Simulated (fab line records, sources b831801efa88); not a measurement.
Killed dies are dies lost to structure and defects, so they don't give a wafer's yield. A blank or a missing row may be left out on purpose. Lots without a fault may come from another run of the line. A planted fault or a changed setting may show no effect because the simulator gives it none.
fab line records | flow gf180mcu
record lots=14 wafers=42 last_day=33
route steps=602 shown STI@1 MVPSD@82 M1@318
lots that met no fault: from a run of the same line without faults
start_h: hours from the record's first day to the start of the lot's first wafer shown | wait_h: hours since the lot's step before | " the same as in the row above | L1.1+2: a row that stands for several wafers | - no value, or no start given | * or withheld: withheld | < > ~ a bound
route shown NAME@n: a module of which the file shows steps, and the number in the route of the first | usual: mean/standard deviation of fault-free wafers | same: alike in all rows | chamber/n: place in a boat | sites: the reading at each site | _std_site: their standard deviation | _edge_site: outer sites' mean less inner sites' | radius_mm: how far each site lies from the wafer's centre | mask NAME#n: copy n | behind: the tool/chamber that last shaped the wafer | hold: why the lot was held/for how many hours/how that ended | device: the transistor (n, p or np) that didn't switch | end of line: the same wafers' tests at the end of the route | a step without rows: its recipe alone | killed: dies lost to structure and defects at the first sort, not the wafer's yield | map: a wafer's dies, x killed, . not, _ none there
set.NAME: the setting as run; set.NAME@STEP: as run at that earlier step | model.NAME: the simulator's own value behind a step, which no gauge read
steps of the route over a sample of lots; a table a step, a row a wafer
services: from which hour (start_h, from the record's first day; less than 0 if before it) a tool's chamber was out of use, for how many hours, and why
## steps
# step GF_STI_BOW_MEAS_00
# recipe mode=bow
# usual INCOMING_BOW=-1/6.3
# columns lot.wafer tool chamber start_h wait_h INCOMING_BOW[um]
L733.1 film_metro-02 - 15.00 - -1
L733.2 " - " " -7
L733.5 " - " " -4
L735.1 film_metro-03 - 25.00 - -8
L735.5 " - " " -10
L735.6 " - " " -1
L736.3 film_metro-02 - 30.04 - -2
L736.4 " - " " -4
L736.6 " - " " 2
L737.1 film_metro-01 - 35.00 - -1
L737.4 " - " " 2
L737.6 " - " " 0
L739.3 film_metro-02 - 45.04 - 7
L739.4 " - " " 4
L739.5 " - " " -4
L740.3 film_metro-02 - 50.04 - 0
L740.5 " - " " 1
L740.6 " - " " 6
L741.2 film_metro-02 - 55.02 - 8
L741.4 " - " " -8
L741.5 " - " " 1
L743.1 film_metro-02 - 65.00 - -21
L743.2 " - " " 2
L743.3 " - " " 1
L744.1 film_metro-02 - 70.00 - 5
L744.4 " - " " -6
L744.6 " - " " 4
L746.3 film_metro-02 - 80.04 - -9
L746.4 " - " " -1
L746.5 " - " " 2
L747.3 film_metro-01 - 85.04 - 4
L747.4 " - " " 1
L747.6 " - " " 2
L751.2 film_metro-03 - 105.02 - 9
L751.5 " - " " 8
L751.6 " - " " -16
L752.1 film_metro-01 - 110.00 - -1
L752.2 " - " " 0
L752.6 " - " " -7
L754.1 film_metro-01 - 120.00 - -11
L754.2 " - " " -3
L754.6 " - " " 0
# step GF_MVPSD_EXPOSE_04
# recipe mask_id=MVPSD target_cd_nm=1000 na=0.6 source_shape=conventional sigma_outer=0.6 dose_mj=260
# same sigma_outer=0.6
# columns lot.wafer tool chamber start_h wait_h mask
L733.1+2+5 iline_stepper-01 0 94.46 - MVPSD#0
L735.1+5+6 iline_stepper-02 0 106.61 - MVPSD#0
L736.3+4+6 iline_stepper-02 0 111.05 - MVPSD#0
L737.1+4+6 iline_stepper-02 0 119.48 - MVPSD#0
L739.3+4+5 iline_stepper-01 0 128.15 - MVPSD#0
L740.3+5+6 iline_stepper-01 0 134.92 - MVPSD#0
L741.2+4+5 iline_stepper-02 0 145.22 - MVPSD#0
L743.1+2+3 iline_stepper-01 0 155.73 - MVPSD#0
L744.1+4+6 iline_stepper-02 0 160.55 - MVPSD#0
L746.3+4+5 iline_stepper-02 0 171.22 - MVPSD#0
L747.3+4+6 iline_stepper-01 0 180.62 - MVPSD#0
L751.2+5+6 iline_stepper-02 0 202.72 - MVPSD#0
L752.1+2+6 iline_stepper-02 0 206.08 - MVPSD#0
L754.1+2+6 iline_stepper-02 0 219.18 - MVPSD#0
# step GF_MVPSD_OVL_MEAS_07
# usual MVPSD_OVL=-0.4/1.4
# columns lot.wafer tool chamber start_h wait_h hold MVPSD_OVL[nm]
L733.1 overlay-02 - 100.63 - - -1.5
L733.2 " - " " - -0.3
L733.5 " - " " - 0.5
L735.1 overlay-01 - 113.53 - - 0.8
L735.5 " - " " - 1.1
L735.6 " - " " - 2.2
L736.3 overlay-01 - 117.90 - - 1.4
L736.4 " - " " - 1.7
L736.6 " - " " - 2.3
L737.1 overlay-02 - 126.63 - - -1.0
L737.4 " - " " - -0.6
L737.6 " - " " - 0.8
L739.3 overlay-02 - 135.79 - - -1.3
L739.4 " - " " - -1.9
L739.5 " - " " - -2.5
L740.3 overlay-01 - 142.54 - - -0.1
L740.5 " - " " - -1.4
L740.6 " - " " - -0.6
L741.2 overlay-02 - 153.08 - - -1.0
L741.4 " - " " - -2.0
L741.5 " - " " - -0.7
L743.1 overlay-02 - 163.23 - - -0.2
L743.2 " - " " - 1.3
L743.3 " - " " - 1.1
L744.1 overlay-01 - 168.33 - - -0.1
L744.4 " - " " - 0.9
L744.6 " - " " - -1.3
L746.3 overlay-02 - 179.60 - - 1.0
L746.4 " - " " - -0.2
L746.5 " - " " - 0.4
L747.3 overlay-02 - 188.44 - - -0.2
L747.4 " - " " - -2.6
L747.6 " - " " - -1.0
L751.2 overlay-02 - 211.23 - - 0.8
L751.5 " - " " - -1.2
L751.6 " - " " - -1.8
L752.1 overlay-01 - 214.56 - await_dispo/0.2h/release -66.5
L752.2 " - " " await_dispo/0.2h/release -66.9
L752.6 " - " " await_dispo/0.2h/release -69.1
L752.1 overlay-01 - 214.76 0.2 - -67.9
L752.2 " - " " - -68.0
L752.6 " - " " - -70.0
L754.1 overlay-02 - 227.38 - await_dispo/0.2h/release -68.5
L754.2 " - " " await_dispo/0.2h/release -66.7
L754.6 " - " " await_dispo/0.2h/release -67.4
L754.1 overlay-02 - 227.58 0.2 - -69.9
L754.2 " - " " - -67.8
L754.6 " - " " - -68.4
# step GF_MVPSD_TW_MEAS_11
# usual MVPSD_TW=555/3.7
# columns lot.wafer tool chamber start_h wait_h MVPSD_TW
L733.1 film_metro-03 - 101.07 0.1 553
L733.2 " - " " 552
L733.5 " - " " 553
L735.1 film_metro-04 - 113.96 0.1 552
L735.5 " - " " 553
L735.6 " - " " 554
L736.3 film_metro-01 - 118.34 0.1 558
L736.4 " - " " 561
L736.6 " - " " 558
L737.1 film_metro-03 - 127.07 0.1 555
L737.4 " - " " 556
L737.6 " - " " 554
L739.3 film_metro-04 - 136.23 0.1 547
L739.4 " - " " 548
L739.5 " - " " 551
L740.3 film_metro-01 - 142.98 0.1 559
L740.5 " - " " 557
L740.6 " - " " 558
L741.2 film_metro-03 - 153.52 0.1 555
L741.4 " - " " 559
L741.5 " - " " 558
L743.1 film_metro-01 - 163.66 0.1 561
L743.2 " - " " 562
L743.3 " - " " 561
L744.1 film_metro-01 - 168.77 0.1 563
L744.4 " - " " 557
L744.6 " - " " 559
L746.3 film_metro-04 - 180.04 0.1 549
L746.4 " - " " 550
L746.5 " - " " 553
L747.3 film_metro-01 - 188.88 0.1 558
L747.4 " - " " 557
L747.6 " - " " 560
L751.2 film_metro-01 - 211.67 0.1 556
L751.5 " - " " 554
L751.6 " - " " 556
# step GF_M1_SPUTTER_03
# recipe material=Ti target_thk_nm=10 substrate_temp_c=300 chamber_pressure_pa=0.3 power_w=3000 time_s=6.7
# usual throttle_valve_pct=29.7/1.3
# columns lot.wafer tool chamber start_h wait_h throttle_valve_pct
L733.1 pvd_sputter-01 - 376.34 0.0 29.6
L733.2 " - " " 29.8
L733.5 " - " " 31.0
L735.1 pvd_sputter-03 - 392.14 0.0 31.1
L735.5 " - " " 31.1
L735.6 " - " " 28.3
L736.3 pvd_sputter-02 - 397.01 0.0 29.9
L736.4 " - " " 30.2
L736.6 " - " " 29.6
L737.1 pvd_sputter-01 - 410.49 0.0 30.0
L737.4 " - " " 29.5
L737.6 " - " " 30.1
L739.3 pvd_sputter-02 - 425.80 0.0 28.7
L739.4 " - " " 26.6
L739.5 " - " " 30.3
L740.3 pvd_sputter-01 - 437.73 0.0 30.0
L740.5 " - " " 29.7
L740.6 " - " " 29.6
L741.2 pvd_sputter-02 - 447.71 0.0 26.3
L741.4 " - " " 29.9
L741.5 " - " " 30.2
L743.1 pvd_sputter-01 - 464.32 0.0 29.4
L743.2 " - " " 30.2
L743.3 " - " " 31.2
L744.1 pvd_sputter-03 - 474.41 0.0 31.1
L744.4 " - " " 29.8
L744.6 " - " " 28.5
L746.3 pvd_sputter-01 - 488.64 0.0 29.6
L746.4 " - " " 29.8
L746.5 " - " " 31.0
L747.3 pvd_sputter-02 - 503.28 0.0 28.4
L747.4 " - " " 29.9
L747.6 " - " " 26.4
L751.2 pvd_sputter-02 - 529.33 0.0 28.6
L751.5 " - " " 26.5
L751.6 " - " " 30.3
## services
# columns tool chamber start_h hours kind
iline_stepper-02 - 82.99 2.1 pm
iline_stepper-02 - 85.07 - consumable_replace:lamp
pvd_sputter-02 - 125.68 5.4 repair
iline_stepper-02 - 147.08 1.7 pm
iline_stepper-01 - 152.12 1.7 pm
pvd_sputter-02 - 162.73 2.5 repair
iline_stepper-02 - 184.79 12.6 repair
iline_stepper-02 - 188.08 1.1 repair
pvd_sputter-02 - 195.43 2.2 repair
pvd_sputter-01 - 246.16 4.2 repair
pvd_sputter-01 - 246.66 5.2 repair
pvd_sputter-01 - 253.25 1.1 repair
pvd_sputter-02 - 258.07 0.6 repair
iline_stepper-01 - 334.80 13.8 repair
pvd_sputter-01 - 355.30 2.8 repair
iline_stepper-02 - 365.26 1.7 pm
iline_stepper-01 - 370.32 1.7 pm
pvd_sputter-02 - 402.39 8.4 repair
iline_stepper-01 - 404.10 2.7 repair
iline_stepper-02 - 413.85 4.3 pm
pvd_sputter-01 - 421.59 3.7 repair
iline_stepper-01 - 455.38 5.0 repair
pvd_sputter-01 - 470.32 4.6 repair
iline_stepper-02 - 480.18 9.8 repair
## key
first_sign step=GF_MVPSD_OVL_MEAS_07 reading=visit direction=added
effect step=GF_MVPSD_OVL_MEAS_07 reading=MVPSD_OVL direction=down sigmas=49 usual=-0.4 struck=-67.5
met_at GF_MVPSD_EXPOSE_04
struck_lots L752,L754
scrapped_behind GF_MVPSD_OVL_MEAS_07 L752.1,L752.2,L752.6,L754.1,L754.2,L754.6
not_acting_at GF_STI_BOW_MEAS_00,GF_MVPSD_TW_MEAS_11,GF_M1_SPUTTER_03
onset_between 202.72 206.08
also_fits time
earlier_fault kind=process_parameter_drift tool=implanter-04 chamber=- onset_h=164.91 steps=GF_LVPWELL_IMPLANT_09 channel=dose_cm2 offset=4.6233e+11 shape=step end_h=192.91 acts_in=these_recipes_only stated=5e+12
fault kind=scanner_matching_overlay tool=iline_stepper-02 chamber=- onset_h=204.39 steps=GF_MVPSD_EXPOSE_04 offset=-67.416
